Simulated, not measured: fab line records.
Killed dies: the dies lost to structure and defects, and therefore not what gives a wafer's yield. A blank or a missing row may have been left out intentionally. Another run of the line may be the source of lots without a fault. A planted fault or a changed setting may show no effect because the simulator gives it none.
fab line records	flow sfq_line
record lots=7	wafers=21	last_day=87
route steps=325 shown R5@213
lots that met no fault: from a run of the same line without faults
start_h: the number of hours between the record's first day and the start of the first shown wafer of the lot	wait_h: hours elapsed since this lot's preceding step	" same as the row above	L1.1+2: several wafers, shown together as one row	- either no value or no given start	* or withheld: withheld	< > ~ a bound
route shown NAME@n: a module of which the file shows steps, and the number in the route of the first	usual: mean/standard deviation taken from wafers without a fault	same: alike in all rows	chamber/n: place in a boat	sites: readings site by site	_std_site: their standard deviation	_edge_site: mean of outer sites minus mean of inner sites	radius_mm: how far each site lies from the wafer's centre	mask NAME#n: copy n	behind: the most recent tool/chamber to have shaped the wafer	hold: why the lot was held/for how many hours/how that ended	device: the n, p or np transistor that did not switch	end of line: the tests these same wafers got at the end of their route	step lacking rows: just its recipe	killed: dies that structure and defects cost at the first sort, which is not the same as the wafer's yield	map: per-die view of a wafer (x killed, . not killed, _ where there is no die)
set.NAME: setting as actually run; set.NAME@STEP: the setting as run at that earlier step	model.NAME: the simulator's own value behind a step, which no gauge read
lots seen at some steps along the route; tables by step, rows by wafer
services: the hour from which a tool's chamber was out of use, counted from the record's first day as start_h (under 0 if before that day), plus the number of hours and why
## steps
# step SFQ_TRILAYER_R5_DEP_SPUTTER_133
# recipe material=MoNx	base_pressure_pa=1.33e-06	target_thk_nm=40	power_w=1000	time_s=66.7	chamber_pressure_pa=0.4
# usual chamber_pressure_pa=0.4000/0.00091	throttle_valve_pct=29.7/1.1
lot.wafer	tool	chamber	start_h	wait_h	chamber_pressure_pa	throttle_valve_pct
L541.1	pvd_sputter-03	-	1382.57	0.0	0.3995	30.5
L541.3	"	-	"	"	0.3999	27.6
L541.4	"	-	"	"	0.3994	29.0
L546.2	pvd_sputter-03	-	1450.01	0.0	0.3998	31.6
L546.4	"	-	"	"	0.3998	28.8
L546.5	"	-	"	"	0.4005	31.6
L554.2	pvd_sputter-03	-	1474.77	0.0	0.4001	29.0
L554.4	"	-	"	"	0.4002	31.4
L554.5	"	-	"	"	0.4005	31.3
L555.1	pvd_sputter-04	-	1477.77	0.0	0.4004	30.2
L555.3	"	-	"	"	0.3996	28.6
L555.4	"	-	"	"	0.3996	29.1
L556.1	pvd_sputter-03	-	1486.65	0.0	0.4001	30.3
L556.2	"	-	"	"	0.3992	27.6
L556.5	"	-	"	"	0.3989	28.0
L557.2	pvd_sputter-05	-	1489.77	0.0	0.4015	30.4
L557.3	"	-	"	"	0.3980	31.2
L557.6	"	-	"	"	0.3997	31.1
L560.4	pvd_sputter-04	-	1501.65	0.0	0.4005	29.5
L560.5	"	-	"	"	0.4011	29.1
L560.6	"	-	"	"	0.3997	29.5
# step SFQ_TRILAYER_R5_DEP_SPUTTER_134
# recipe material=Ti	base_pressure_pa=1.33e-06	target_thk_nm=5	power_w=2000	time_s=5	chamber_pressure_pa=0.4
# usual chamber_pressure_pa=0.3999/0.00085	throttle_valve_pct=29.7/1.1
lot.wafer	tool	chamber	start_h	wait_h	chamber_pressure_pa	throttle_valve_pct
L541.1	pvd_sputter-03	-	1382.63	0.0	0.4009	30.2
L541.3	"	-	"	"	0.4010	27.8
L541.4	"	-	"	"	0.4005	28.7
L546.2	pvd_sputter-03	-	1450.06	0.0	0.4005	31.8
L546.4	"	-	"	"	0.3992	28.7
L546.5	"	-	"	"	0.4011	31.5
L554.2	pvd_sputter-03	-	1474.83	0.0	0.4008	28.6
L554.4	"	-	"	"	0.4005	31.6
L554.5	"	-	"	"	0.4006	31.7
L555.1	pvd_sputter-04	-	1477.83	0.0	0.3989	30.6
L555.3	"	-	"	"	0.4010	28.7
L555.4	"	-	"	"	0.3989	29.0
L556.1	pvd_sputter-03	-	1486.70	0.0	0.4001	30.5
L556.2	"	-	"	"	0.3998	27.8
L556.5	"	-	"	"	0.4007	27.7
L557.2	pvd_sputter-05	-	1489.83	0.0	0.4013	30.3
L557.3	"	-	"	"	0.3992	31.5
L557.6	"	-	"	"	0.4000	31.3
L560.4	pvd_sputter-04	-	1501.71	0.0	0.4004	29.3
L560.5	"	-	"	"	0.4006	28.6
L560.6	"	-	"	"	0.4008	29.2
# step SFQ_R5_RS_MEAS_933
# recipe thk_meas_gauge=four-point-probe	reads=Ti_of_TRILAYER_R5_DEP_SPUTTER_134+MoNx_of_TRILAYER_R5_DEP_SPUTTER_133+Ti_of_TRILAYER_R5_DEP_SPUTTER_132
# usual R5_MONX_RS=7.01/0.074
lot.wafer	tool	chamber	start_h	wait_h	R5_MONX_RS[ohm/sq]
L541.1	film_metro-04	-	1382.65	0.0	7.16
L541.3	"	-	"	"	7.20
L541.4	"	-	"	"	7.13
L546.2	film_metro-03	-	1450.10	0.0	7.02
L546.4	"	-	"	"	7.06
L546.5	"	-	"	"	7.05
L554.2	film_metro-03	-	1474.87	0.0	7.12
L554.4	"	-	"	"	7.03
L554.5	"	-	"	"	7.07
L555.1	film_metro-03	-	1477.85	0.0	7.04
L555.3	"	-	"	"	7.05
L555.4	"	-	"	"	7.00
L556.1	film_metro-03	-	1486.72	0.0	6.99
L556.2	"	-	"	"	7.04
L556.5	"	-	"	"	6.94
L557.2	film_metro-01	-	1489.87	0.0	6.99
L557.3	"	-	"	"	7.08
L557.6	"	-	"	"	7.01
L560.4	film_metro-04	-	1501.80	0.1	7.03
L560.5	"	-	"	"	6.98
L560.6	"	-	"	"	6.97
# step SFQ_R5_THK_MEAS_934
# recipe thk_meas_gauge=xrf	reads=MoNx_of_TRILAYER_R5_DEP_SPUTTER_133
# usual R5_MONX_THK=40.6/0.57
lot.wafer	tool	chamber	start_h	wait_h	R5_MONX_THK[nm]
L541.1	film_metro-04	-	1382.77	0.1	39.9
L541.3	"	-	"	"	39.4
L541.4	"	-	"	"	39.7
L546.2	film_metro-03	-	1450.21	0.1	40.7
L546.4	"	-	"	"	40.2
L546.5	"	-	"	"	40.6
L554.2	film_metro-03	-	1474.98	0.1	40.0
L554.4	"	-	"	"	40.4
L554.5	"	-	"	"	40.0
L555.1	film_metro-03	-	1477.97	0.1	40.6
L555.3	"	-	"	"	40.4
L555.4	"	-	"	"	40.8
L556.1	film_metro-03	-	1486.84	0.1	40.9
L556.2	"	-	"	"	40.5
L556.5	"	-	"	"	41.1
L557.2	film_metro-01	-	1489.98	0.1	40.6
L557.3	"	-	"	"	39.9
L557.6	"	-	"	"	40.1
L560.4	film_metro-04	-	1501.89	0.1	40.6
L560.5	"	-	"	"	41.2
L560.6	"	-	"	"	41.0
# step SFQ_TRILAYER_R5_LITHO_COAT_141
# recipe resist=BARC	spin_rpm=3000	resist_thk_nm=62
# step SFQ_TRILAYER_R5_LITHO_COAT_136
# recipe resist=KrF	spin_rpm=3000	resist_thk_nm=600
# step SFQ_TRILAYER_R5_LITHO_SOFTBAKE_140
# recipe temp_c=withheld	time_s=withheld	resist=KrF
# step SFQ_TRILAYER_R5_LITHO_EXPOSE_137
# recipe mask_id=R5	na=0.6	source_shape=conventional	sigma_outer=0.65	target_cd_nm=500	dose_mj=14.4
# step SFQ_TRILAYER_R5_LITHO_PEB_139
# recipe peb_temp_c=115	peb_time_s=60	resist=KrF
# step SFQ_TRILAYER_R5_LITHO_DEVELOP_138
# recipe time_s=60	resist=KrF
# step SFQ_R5_OVL_MEAS_935
# usual R5_OVL=2/5.6
lot.wafer	tool	chamber	start_h	wait_h	R5_OVL[nm]
L541.1	overlay-01	-	1505.96	0.1	9
L541.3	"	-	"	"	0
L541.4	"	-	"	"	0
L546.2	overlay-01	-	1566.39	0.1	3
L546.4	"	-	"	"	11
L546.5	"	-	"	"	0
L554.2	overlay-02	-	1584.39	0.1	2
L554.4	"	-	"	"	1
L554.5	"	-	"	"	7
L555.1	overlay-02	-	1586.79	0.1	-2
L555.3	"	-	"	"	-2
L555.4	"	-	"	"	-3
L556.1	overlay-01	-	1596.39	0.1	2
L556.2	"	-	"	"	6
L556.5	"	-	"	"	-6
L557.2	overlay-02	-	1601.19	0.1	7
L557.3	"	-	"	"	-8
L557.6	"	-	"	"	5
L560.4	overlay-01	-	1618.01	0.1	7
L560.5	"	-	"	"	9
L560.6	"	-	"	"	12
# step SFQ_TRILAYER_R5_BARC_OPEN_METAL_ETCH_177
# recipe mask_material=PR	chemistry=O2	target_depth_nm=125	target=BARC	icp_w=600	bias_w=80	pressure_mtorr=10	time_s=41.7
# usual drypump_motor_current_A=5.4/0.33	oes_product_au=0.685/0.0047
lot.wafer	tool	chamber	start_h	wait_h	drypump_motor_current_A	oes_product_au	rf_hours_counter_h
L541.1	rie_metal-04	1	1505.99	0.0	5.5	0.684	60
L541.3	"	0	"	"	4.9	0.689	-
L541.4	"	1	"	"	5.5	0.673	-
L546.2	rie_metal-03	0	1566.42	0.0	5.1	0.685	76
L546.4	"	0	"	"	5.1	0.678	-
L546.5	"	1	"	"	6.4	0.681	-
L554.2	rie_metal-03	0	1584.44	0.0	5.1	0.682	-
L554.4	"	0	"	"	5.1	0.683	-
L554.5	"	0	"	"	5.1	0.683	-
L555.1	rie_metal-04	1	1586.82	0.0	5.5	0.686	71
L555.3	"	1	"	"	5.5	0.691	-
L555.4	"	1	"	"	5.5	0.681	-
L556.1	rie_metal-04	0	1596.42	0.0	4.8	0.690	0
L556.2	"	1	"	"	5.5	0.680	72
L556.5	"	0	"	"	4.9	0.692	-
L557.2	rie_metal-04	0	1601.22	0.0	4.9	0.683	0
L557.3	"	1	"	"	5.5	0.678	-
L557.6	"	0	"	"	4.9	0.680	-
L560.4	rie_metal-01	1	1618.04	0.0	5.4	0.692	-
L560.5	"	1	"	"	5.4	0.688	-
L560.6	"	0	"	"	5.3	0.688	-
# step SFQ_TRILAYER_R5_ETCH_METAL_ETCH_139
# recipe stop_on=SiO2	mask_material=PR	chemistry=Cl2	target_depth_nm=60	icp_w=600	bias_w=80	pressure_mtorr=10	time_s=40
# usual drypump_motor_current_A=5.4/0.33	oes_product_au=0.990/0.0057
lot.wafer	tool	chamber	start_h	wait_h	drypump_motor_current_A	oes_product_au	rf_hours_counter_h	model.KrF_of_TRILAYER_R5_LITHO_COAT_136.thk_nm	model.Nb_of_TRILAYER_JJ_TRILAYER_DEP_SPUTTER_112.thk_nm
L541.1	rie_metal-04	1	1506.05	0.0	5.5	0.985	60	501.7	160.2
L541.3	"	0	"	"	4.9	0.990	-	500.8	160.3
L541.4	"	1	"	"	5.5	0.988	-	501.3	160.3
L546.2	rie_metal-03	0	1566.48	0.0	5.1	0.983	77	498.7	159.5
L546.4	"	0	"	"	5.1	0.986	-	497.8	159.8
L546.5	"	1	"	"	6.4	0.989	-	497.7	160.9
L554.2	rie_metal-03	0	1584.56	0.1	5.1	0.989	-	500.9	161.3
L554.4	"	0	"	"	5.1	0.990	-	500.1	161.9
L554.5	"	0	"	"	5.1	0.983	-	501.6	161.9
L555.1	rie_metal-04	1	1586.94	0.1	5.5	0.997	71	485.2	153.8
L555.3	"	1	"	"	5.5	0.994	-	486.5	156
L555.4	"	1	"	"	5.5	0.985	-	502	160.7
L556.1	rie_metal-04	0	1596.48	0.0	4.9	1.004	0	481.7	153.7
L556.2	"	1	"	"	5.5	0.978	72	500	161
L556.5	"	0	"	"	4.9	0.991	-	497.3	159.8
L557.2	rie_metal-04	0	1601.28	0.0	4.9	0.989	0	498.8	157.6
L557.3	"	1	"	"	5.5	0.994	-	483.5	150.1
L557.6	"	0	"	"	4.9	0.998	-	480.5	149.4
L560.4	rie_metal-01	1	1618.10	0.0	5.4	0.987	-	495.5	159.9
L560.5	"	1	"	"	5.4	0.996	-	496.4	159.3
L560.6	"	0	"	"	5.4	0.992	-	497.1	159.4
# step SFQ_TRILAYER_R5_STRIP_STRIP_140
# recipe gas=O2	power_w=200	platen_temp_c=40	overash_fraction=0.65	chemistry=O2	pressure_mtorr=50
# usual drypump_motor_current_A=5.4/0.34	oes_product_au=0.999/0.0071
lot.wafer	tool	chamber	start_h	wait_h	drypump_motor_current_A	oes_product_au	rf_hours_counter_h
L541.1	rie_metal-04	1	1506.11	0.0	5.5	0.999	60
L541.3	"	0	"	"	4.9	1.002	-
L541.4	"	1	"	"	5.5	1.004	-
L546.2	rie_metal-03	0	1566.54	0.0	5.1	0.981	77
L546.4	"	0	"	"	5.1	0.991	-
L546.5	"	1	"	"	6.4	0.999	-
L554.2	rie_metal-03	0	1584.86	0.3	5.1	0.991	-
L554.4	"	0	"	"	5.1	0.994	-
L554.5	"	0	"	"	5.1	0.999	-
L555.1	rie_metal-04	1	1587.06	0.1	5.5	0.995	71
L555.3	"	1	"	"	5.5	0.995	-
L555.4	"	1	"	"	5.5	1.003	-
L556.1	rie_metal-04	0	1596.54	0.0	4.9	1.010	0
L556.2	"	1	"	"	5.5	1.004	72
L556.5	"	0	"	"	4.9	0.987	-
L557.2	rie_metal-04	0	1601.34	0.0	4.8	1.019	1
L557.3	"	1	"	"	5.4	0.991	-
L557.6	"	0	"	"	4.9	1.012	-
L560.4	rie_metal-01	1	1618.34	0.2	5.4	0.996	-
L560.5	"	1	"	"	5.4	1.004	-
L560.6	"	0	"	"	5.3	0.986	-
## services
tool	chamber	start_h	hours	kind
pvd_sputter-03	-	1438.64	9.9	repair
pvd_sputter-03	-	1452.74	3.1	repair
rie_metal-04	-	1467.17	14.6	pm
rie_metal-01	1	1522.25	14.3	repair
rie_metal-03	-	1539.30	2.6	repair
pvd_sputter-05	-	1555.15	1.7	repair
rie_metal-04	0	1564.31	-	clean
rie_metal-04	0	1564.31	-	consumable_replace:focus_ring
rie_metal-04	0	1564.31	26.0	scheduled_down
rie_metal-04	0	1564.31	26.0	vent_cycle
pvd_sputter-04	-	1565.11	3.7	repair
pvd_sputter-04	-	1566.55	12.7	repair
rie_metal-03	1	1584.04	20.1	repair
rie_metal-04	-	1604.65	2.8	pm
rie_metal-01	-	1609.51	0.2	repair
rie_metal-01	-	1611.03	1.4	pm
## key
first_sign none at tools or gauges
model_effect step=SFQ_TRILAYER_R5_ETCH_METAL_ETCH_139	value=KrF_of_TRILAYER_R5_LITHO_COAT_136.thk_nm	without=499.6	struck=483.5
met_at SFQ_TRILAYER_R5_ETCH_METAL_ETCH_139
struck_wafers L555.1,L555.3,L556.1,L557.3,L557.6
onset_between 1506.05 1586.94
fault kind=process_parameter_drift	tool=rie_metal-04	chamber=-	onset_h=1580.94	steps=SFQ_TRILAYER_R5_ETCH_METAL_ETCH_139	channel=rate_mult	offset=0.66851	shape=step	end_h=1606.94	scope=struck_wafers_only
